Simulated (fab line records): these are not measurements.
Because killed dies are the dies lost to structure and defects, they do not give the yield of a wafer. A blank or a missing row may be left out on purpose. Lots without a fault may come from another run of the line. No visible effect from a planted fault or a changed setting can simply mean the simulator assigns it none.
fab line records ; flow gf180mcu
record: lots: 5; wafers: 15; last-day: 34
route steps=602 shown V5@544
lots that met no fault: from a run of the same line without faults
start-h: hours from the record's first day to the start of the lot's first wafer shown ; wait-h: time in hours since the lot's previous step ; " repeats the value in the row above ; L1.1+2: a row that stands for several wafers ; - no value, or no start was given ; * or withheld: withheld ; < > ~ a bound
route shown NAME@n: NAME is a module with steps in the file, n the number in the route of the first one ; usual: average and standard deviation across the fault-free wafers ; same: alike in all rows ; chamber/n: place in a boat ; sites: readings site by site ; _std_site: the values' standard deviation ; _edge_site: the outer-site mean with the inner-site mean subtracted ; radius-mm: for every site, how far away it sits from the centre of the wafer ; mask NAME#n: copy n ; behind: the last tool/chamber to shape the wafer ; hold: why the lot went on hold/how many hours it stayed there/how the hold came to an end ; device: which transistor (n, p or np) failed to switch ; end of line: tests of these same wafers at the route's end ; where a step has no rows: the recipe by itself ; killed: dies lost to structure and defects at the first sort, not the wafer's yield ; map: dies across one wafer; x = killed, . = not, _ = none there
set.NAME: the setting as run; set.NAME@STEP: as run at that earlier step ; model.NAME: the simulator's own value behind a step, which no gauge read
a table for each step, a row for each wafer; lots at some steps of the route
services: when a tool's chamber went out of use (start-h, in hours from the record's first day, below 0 if earlier), for how many hours, and the reason
== steps ==
step: GF_V5_CMP_04
recipe: material: SiO2; down-force-psi: 4; platen-rpm: 60; pad-velocity-m-s: 0.94248
usual: motor-current-A: 11.3/1.1; slurry-filter-dp-kPa: 13.48/0.15; slurry-flow-ml-min: 150.0/0.43
lot.wafer;tool;chamber;start-h;wait-h;motor-current-A;slurry-filter-dp-kPa;slurry-flow-ml-min
L076.1;cmp-02;2;615.53;0.1;9.7;13.35;150.2
L076.4;cmp-02;3;615.53;0.1;11.2;13.28;150.3
L076.5;cmp-02;1;615.53;0.1;12.4;13.60;149.6
L080.4;cmp-01;3;651.80;0.1;11.9;13.57;149.9
L080.2;cmp-01;0;651.80;0.1;10.1;13.48;149.5
L080.6;cmp-01;2;651.80;0.1;10.4;13.61;149.8
L087.2;cmp-02;3;708.29;0.1;11.5;13.48;150.5
L087.4;cmp-02;0;708.29;0.1;10.9;13.48;150.0
L087.5;cmp-02;3;708.29;0.1;11.8;13.39;149.8
L093.2;cmp-02;2;747.65;0.2;9.8;13.53;150.0
L093.6;cmp-02;0;747.65;0.2;11.1;13.46;149.6
L093.5;cmp-02;1;747.65;0.2;12.2;13.49;149.9
L096.1;cmp-02;2;759.11;0.1;9.5;13.55;150.2
L096.3;cmp-02;3;759.11;0.1;12.1;13.40;149.5
L096.5;cmp-02;2;759.11;0.1;9.6;13.71;149.9
step: GF_V5_BOW_MEAS_05
recipe: mode: bow
usual: V5_BOW: 138/9.7
lot.wafer;tool;chamber;start-h;wait-h;V5_BOW[um]
L076.1;film-metro-02;-;615.78;0.2;136
L076.4;film-metro-02;-;615.78;0.2;141
L076.5;film-metro-02;-;615.78;0.2;151
L080.2;film-metro-01;-;652.02;0.1;122
L080.4;film-metro-01;-;652.02;0.1;109
L080.6;film-metro-01;-;652.02;0.1;135
L087.2;film-metro-01;-;708.56;0.2;143
L087.4;film-metro-01;-;708.56;0.2;141
L087.5;film-metro-01;-;708.56;0.2;151
L093.2;film-metro-03;-;747.87;0.2;141
L093.5;film-metro-03;-;747.87;0.2;135
L093.6;film-metro-03;-;747.87;0.2;132
L096.1;film-metro-02;-;759.36;0.2;157
L096.3;film-metro-02;-;759.36;0.2;154
L096.5;film-metro-02;-;759.36;0.2;156
step: GF_V5_DEHYDRATE_06
recipe: temp-c: 200; time-s: 60
usual: resist-line-temp-C: 22.98/0.1
lot.wafer;tool;chamber;start-h;wait-h;resist-line-temp-C
L076.1;litho-track-02;0;625.53;9.7;23.02
L076.4;litho-track-02;0;625.53;9.7;23.03
L076.5;litho-track-02;0;625.53;9.7;23.13
L080.2;litho-track-03;0;660.85;8.8;22.96
L080.4;litho-track-03;0;660.85;8.8;22.90
L080.6;litho-track-03;0;660.85;8.8;22.90
L087.2;litho-track-02;0;716.95;8.4;23.15
L087.4;litho-track-02;0;716.95;8.4;23.09
L087.5;litho-track-02;0;716.95;8.4;23.04
L093.2;litho-track-02;0;755.70;7.8;22.99
L093.5;litho-track-02;0;755.70;7.8;23.03
L093.6;litho-track-02;0;755.70;7.8;22.95
L096.1;litho-track-01;0;766.96;7.6;22.92
L096.3;litho-track-01;0;766.96;7.6;22.93
L096.5;litho-track-01;0;766.96;7.6;22.82
step: GF_V5_HMDS_07
recipe: prime-time-s: 60; prime-temp-c: 120
usual: resist-line-temp-C: 23.03/0.098
lot.wafer;tool;chamber;start-h;wait-h;resist-line-temp-C
L076.1;litho-track-02;0;625.68;0.1;22.88
L076.4;litho-track-02;0;625.68;0.1;22.91
L076.5;litho-track-02;0;625.68;0.1;23.05
L080.2;litho-track-03;0;661.00;0.1;23.07
L080.4;litho-track-03;0;661.00;0.1;23.11
L080.6;litho-track-03;0;661.00;0.1;22.97
L087.2;litho-track-02;0;717.10;0.1;23.09
L087.4;litho-track-02;0;717.10;0.1;23.12
L087.5;litho-track-02;0;717.10;0.1;23.20
L093.2;litho-track-02;0;755.85;0.1;22.99
L093.5;litho-track-02;0;755.85;0.1;23.01
L093.6;litho-track-02;0;755.85;0.1;23.03
L096.1;litho-track-01;0;767.11;0.1;22.81
L096.3;litho-track-01;0;767.11;0.1;22.98
L096.5;litho-track-01;0;767.11;0.1;23.08
step: GF_V5_COAT_08
recipe: resist: BARC; temp-c: withheld; time-s: withheld; spin-rpm: withheld; resist-thk-nm: withheld
usual: resist-line-temp-C: *
lot.wafer;tool;chamber;start-h;wait-h;resist-line-temp-C
L076.1;litho-track-02;0;625.83;0.1;*
L076.4;litho-track-02;0;625.83;0.1;*
L076.5;litho-track-02;0;625.83;0.1;*
L080.2;litho-track-03;0;661.15;0.1;*
L080.4;litho-track-03;0;661.15;0.1;*
L080.6;litho-track-03;0;661.15;0.1;*
L087.2;litho-track-02;0;717.25;0.1;*
L087.4;litho-track-02;0;717.25;0.1;*
L087.5;litho-track-02;0;717.25;0.1;*
L093.2;litho-track-02;0;756.00;0.1;*
L093.5;litho-track-02;0;756.00;0.1;*
L093.6;litho-track-02;0;756.00;0.1;*
L096.1;litho-track-01;0;767.26;0.1;*
L096.3;litho-track-01;0;767.26;0.1;*
L096.5;litho-track-01;0;767.26;0.1;*
step: GF_V5_COAT_09
recipe: resist: KrF; spin-rpm: withheld; resist-thk-nm: 1000
usual: resist-line-temp-C: 23.00/0.1
lot.wafer;tool;chamber;start-h;wait-h;resist-line-temp-C
L076.1;litho-track-02;0;-;-;23.19
L076.4;litho-track-02;0;-;-;22.90
L076.5;litho-track-02;0;-;-;22.97
L080.2;litho-track-03;0;-;-;23.10
L080.4;litho-track-03;0;-;-;23.17
L080.6;litho-track-03;0;-;-;23.03
L087.2;litho-track-02;0;-;-;22.82
L087.4;litho-track-02;0;-;-;23.11
L087.5;litho-track-02;0;-;-;22.84
L093.2;litho-track-02;0;-;-;22.74
L093.5;litho-track-02;0;-;-;22.85
L093.6;litho-track-02;0;-;-;22.97
L096.1;litho-track-01;0;-;-;22.87
L096.3;litho-track-01;0;-;-;22.98
L096.5;litho-track-01;0;-;-;22.98
step: GF_V5_SOFTBAKE_10
recipe: temp-c: 130; time-s: 60; resist: KrF
usual: resist-line-temp-C: 23.01/0.097
lot.wafer;tool;chamber;start-h;wait-h;resist-line-temp-C
L076.1;litho-track-02;0;-;-;23.03
L076.4;litho-track-02;0;-;-;23.15
L076.5;litho-track-02;0;-;-;23.03
L080.2;litho-track-03;0;-;-;23.05
L080.4;litho-track-03;0;-;-;23.10
L080.6;litho-track-03;0;-;-;22.97
L087.2;litho-track-02;0;-;-;23.05
L087.4;litho-track-02;0;-;-;23.06
L087.5;litho-track-02;0;-;-;23.01
L093.2;litho-track-02;0;-;-;22.93
L093.5;litho-track-02;0;-;-;23.02
L093.6;litho-track-02;0;-;-;23.03
L096.1;litho-track-01;0;-;-;23.02
L096.3;litho-track-01;0;-;-;22.86
L096.5;litho-track-01;0;-;-;22.95
step: GF_V5_EXPOSE_11
recipe: mask-id: Via5; target-cd-nm: 260; na: 0.68; source-shape: conventional; sigma-outer: 0.6; dose-mj: 38
usual: reticle-temp-C: 22.98/0.12
lot.wafer;tool;chamber;start-h;wait-h;mask;reticle-temp-C
L076.1;krf-scanner-01;0;-;-;Via5#0;23.15
L076.4;krf-scanner-01;0;-;-;Via5#0;22.91
L076.5;krf-scanner-01;0;-;-;Via5#0;22.86
L080.2;krf-scanner-02;0;-;-;Via5#0;23.00
L080.4;krf-scanner-02;0;-;-;Via5#0;23.04
L080.6;krf-scanner-02;0;-;-;Via5#0;23.12
L087.2;krf-scanner-01;0;-;-;Via5#0;22.84
L087.4;krf-scanner-01;0;-;-;Via5#0;22.98
L087.5;krf-scanner-01;0;-;-;Via5#0;23.09
L093.2;krf-scanner-01;0;-;-;Via5#0;23.00
L093.5;krf-scanner-01;0;-;-;Via5#0;23.19
L093.6;krf-scanner-01;0;-;-;Via5#0;23.12
L096.1;krf-scanner-02;0;-;-;Via5#0;22.98
L096.3;krf-scanner-02;0;-;-;Via5#0;22.97
L096.5;krf-scanner-02;0;-;-;Via5#0;23.04
step: GF_V5_PEB_12
recipe: peb-temp-c: 135; peb-time-s: 90; resist: KrF
usual: resist-line-temp-C: 22.97/0.11
lot.wafer;tool;chamber;start-h;wait-h;resist-line-temp-C
L076.1;litho-track-01;0;-;-;22.90
L076.4;litho-track-01;0;-;-;23.00
L076.5;litho-track-01;0;-;-;22.89
L080.2;litho-track-03;0;-;-;23.02
L080.4;litho-track-03;0;-;-;22.94
L080.6;litho-track-03;0;-;-;22.89
L087.2;litho-track-01;0;-;-;22.98
L087.4;litho-track-01;0;-;-;23.06
L087.5;litho-track-01;0;-;-;22.99
L093.2;litho-track-03;0;-;-;23.01
L093.5;litho-track-03;0;-;-;23.07
L093.6;litho-track-03;0;-;-;23.07
L096.1;litho-track-01;0;-;-;22.80
L096.3;litho-track-01;0;-;-;22.80
L096.5;litho-track-01;0;-;-;22.92
step: GF_V5_DEVELOP_13
recipe: develop-time-s: 60; resist: KrF; dev-temp-c: 21
usual: resist-line-temp-C: 23.00/0.11
lot.wafer;tool;chamber;start-h;wait-h;resist-line-temp-C
L076.1;litho-track-01;0;635.76;0.2;23.11
L076.4;litho-track-01;0;635.76;0.2;23.09
L076.5;litho-track-01;0;635.76;0.2;23.15
L080.2;litho-track-03;0;670.95;0.2;23.02
L080.4;litho-track-03;0;670.95;0.2;22.87
L080.6;litho-track-03;0;670.95;0.2;23.03
L087.2;litho-track-01;0;726.44;0.2;23.07
L087.4;litho-track-01;0;726.44;0.2;23.04
L087.5;litho-track-01;0;726.44;0.2;23.01
L093.2;litho-track-03;0;764.55;0.2;23.01
L093.5;litho-track-03;0;764.55;0.2;22.85
L093.6;litho-track-03;0;764.55;0.2;22.95
L096.1;litho-track-01;0;775.41;0.2;22.96
L096.3;litho-track-01;0;775.41;0.2;22.88
L096.5;litho-track-01;0;775.41;0.2;22.90
step: GF_V5_CD_MEAS_14
recipe: target-cd-nm: 260
usual: cd-nm: 259.9/1.3
lot.wafer;tool;chamber;start-h;wait-h;cd-nm
L076.1;cd-sem-02;-;635.91;0.1;259.3
L076.4;cd-sem-02;-;635.91;0.1;258.8
L076.5;cd-sem-02;-;635.91;0.1;259.4
L080.2;cd-sem-01;-;671.09;0.1;258.9
L080.4;cd-sem-01;-;671.09;0.1;258.7
L080.6;cd-sem-01;-;671.09;0.1;259.0
L087.2;cd-sem-02;-;726.58;0.1;258.3
L087.4;cd-sem-02;-;726.58;0.1;259.5
L087.5;cd-sem-02;-;726.58;0.1;259.2
L093.2;cd-sem-01;-;764.69;0.1;258.8
L093.5;cd-sem-01;-;764.69;0.1;258.2
L093.6;cd-sem-01;-;764.69;0.1;257.7
L096.1;cd-sem-02;-;775.56;0.1;261.0
L096.3;cd-sem-02;-;775.56;0.1;259.8
L096.5;cd-sem-02;-;775.56;0.1;259.0
step: GF_V5_OVL_MEAS_15
usual: V5_OVL: 1/5.5
lot.wafer;tool;chamber;start-h;wait-h;V5_OVL[nm]
L076.1;overlay-02;-;636.03;0.1;-5
L076.4;overlay-02;-;636.03;0.1;1
L076.5;overlay-02;-;636.03;0.1;6
L080.2;overlay-02;-;671.20;0.1;-7
L080.4;overlay-02;-;671.20;0.1;-3
L080.6;overlay-02;-;671.20;0.1;2
L087.2;overlay-02;-;726.69;0.1;5
L087.4;overlay-02;-;726.69;0.1;4
L087.5;overlay-02;-;726.69;0.1;1
L093.2;overlay-02;-;764.80;0.1;4
L093.5;overlay-02;-;764.80;0.1;5
L093.6;overlay-02;-;764.80;0.1;-1
L096.1;overlay-02;-;775.68;0.1;6
L096.3;overlay-02;-;775.68;0.1;9
L096.5;overlay-02;-;775.68;0.1;-1
step: GF_V5_ETCH_16
recipe: chemistry: N2/H2; target-depth-a: withheld; overetch-a: withheld; time-s: withheld; target: BARC; ion-energy-ev: 200; source-w: 500; bias-w: 100; pressure-mtorr: 30; n2-flow-sccm: 100; h2-flow-sccm: 200
usual: drypump-motor-current-A: 5.7/0.53; oes-product-au: 0.854/0.0045; throttle-valve-pct: 13.224/0.009
lot.wafer;tool;chamber;start-h;wait-h;drypump-motor-current-A;oes-product-au;throttle-valve-pct
L076.1;rie-diel-03;1;636.07;0.0;5.9;0.857;13.234
L076.4;rie-diel-03;0;636.07;0.0;6.4;0.861;13.218
L076.5;rie-diel-03;3;636.07;0.0;4.8;0.859;13.230
L080.2;rie-diel-04;2;671.23;0.0;5.5;0.856;13.228
L080.4;rie-diel-04;0;671.23;0.0;5.3;0.846;13.226
L080.6;rie-diel-04;0;671.23;0.0;5.3;0.859;13.227
L087.2;rie-diel-02;0;726.72;0.0;6.0;0.850;13.224
L087.4;rie-diel-02;2;726.72;0.0;6.0;0.859;13.226
L087.5;rie-diel-02;2;726.72;0.0;5.9;0.861;13.226
L093.2;rie-diel-02;0;764.83;0.0;6.0;0.850;13.227
L093.5;rie-diel-02;1;764.83;0.0;5.8;0.853;13.216
L093.6;rie-diel-02;0;764.83;0.0;6.0;0.859;13.233
L096.1;rie-diel-03;1;775.72;0.0;5.8;0.850;13.220
L096.3;rie-diel-03;2;775.72;0.0;5.3;0.858;13.235
L096.5;rie-diel-03;0;775.72;0.0;6.5;0.856;13.219
step: GF_V5_ETCH_17
recipe: chemistry: C4F8/O2/Ar; mask-material: KrF; target: SiO2; stop-on: TiN; source-w: 1500; bias-w: 1200; pressure-mtorr: 40; c4f8-flow-sccm: withheld; O2_flow_sccm: 6; Ar_flow_sccm: 300; time-s: withheld; target-depth-a: 8550
usual: oes-product-au: 0.859/0.0044
lot.wafer;tool;chamber;start-h;wait-h;oes-product-au
L076.1;rie-diel-03;1;-;-;0.863
L076.4;rie-diel-03;0;-;-;0.855
L076.5;rie-diel-03;3;-;-;0.855
L080.2;rie-diel-04;2;-;-;0.855
L080.4;rie-diel-04;0;-;-;0.856
L080.6;rie-diel-04;0;-;-;0.861
L087.2;rie-diel-02;0;-;-;0.860
L087.4;rie-diel-02;2;-;-;0.858
L087.5;rie-diel-02;2;-;-;0.859
L093.2;rie-diel-02;0;-;-;0.860
L093.5;rie-diel-02;1;-;-;0.867
L093.6;rie-diel-02;0;-;-;0.857
L096.1;rie-diel-03;1;-;-;0.868
L096.3;rie-diel-03;2;-;-;0.862
L096.5;rie-diel-03;0;-;-;0.860
step: GF_V5_STRIP_18
recipe: chemistry: O2/N2; power-w: 1400; pressure-mtorr: 1500; platen-temp-c: 250; o2-flow-sccm: 3000; n2-flow-sccm: 300; overash-fraction: 0.5
usual: drypump-motor-current-A: 5.7/0.46; heater-power-w: 320/19; oes-product-au: 0.567/0.0053
lot.wafer;tool;chamber;start-h;wait-h;drypump-motor-current-A;heater-power-w;oes-product-au;rf-hours-counter-h
L076.1;plasma-asher-02;1;636.22;-;5.7;333;0.567;56
L076.4;plasma-asher-02;1;636.22;-;5.7;330;0.567;-
L076.5;plasma-asher-02;0;636.22;-;5.5;351;0.561;-
L080.2;plasma-asher-04;0;671.38;-;5.3;325;0.562;104
L080.4;plasma-asher-04;0;671.38;-;5.3;334;0.568;-
L080.6;plasma-asher-04;0;671.38;-;5.2;325;0.561;-
L087.2;plasma-asher-04;0;726.87;-;5.3;328;0.571;110
L087.4;plasma-asher-04;0;726.87;-;5.2;336;0.579;-
L087.5;plasma-asher-04;1;726.87;-;5.7;321;0.581;-
L093.2;plasma-asher-04;0;764.98;-;5.3;335;0.565;2
L093.5;plasma-asher-04;0;764.98;-;5.3;329;0.558;-
L093.6;plasma-asher-04;1;764.98;-;5.7;310;0.565;-
L096.1;plasma-asher-04;0;775.87;-;5.3;339;0.572;3
L096.3;plasma-asher-04;0;775.87;-;5.3;342;0.555;-
L096.5;plasma-asher-04;1;775.87;-;5.7;304;0.562;-
== services ==
tool;chamber;start-h;hours;kind
cmp-02;-;593.51;3.2;pm
rie-diel-02;1;607.07;65.5;repair
krf-scanner-02;-;610.48;1.0;pm
rie-diel-02;3;612.31;15.2;repair
cmp-02;-;622.98;0.8;repair
krf-scanner-02;-;624.84;5.3;repair
rie-diel-02;-;628.58;0.4;repair
krf-scanner-01;-;633.14;1.0;repair
rie-diel-03;1;639.91;15.3;repair
rie-diel-02;-;641.15;0.3;repair
krf-scanner-01;-;643.14;0.8;pm
rie-diel-03;2;648.91;9.4;repair
cmp-02;-;651.59;0.6;repair
rie-diel-03;2;676.97;19.4;repair
krf-scanner-01;-;690.64;1.3;pm
rie-diel-02;0;695.58;14.5;repair
krf-scanner-01;-;704.41;0.9;repair
rie-diel-03;-;704.96;0.5;repair
rie-diel-02;1;708.31;11.0;repair
cmp-02;-;720.34;4.6;repair
plasma-asher-04;-;733.75;9.0;pm
rie-diel-02;-;738.48;2.8;pm
krf-scanner-01;-;747.18;1.0;pm
krf-scanner-01;-;775.44;1.3;repair
== key ==
fault none
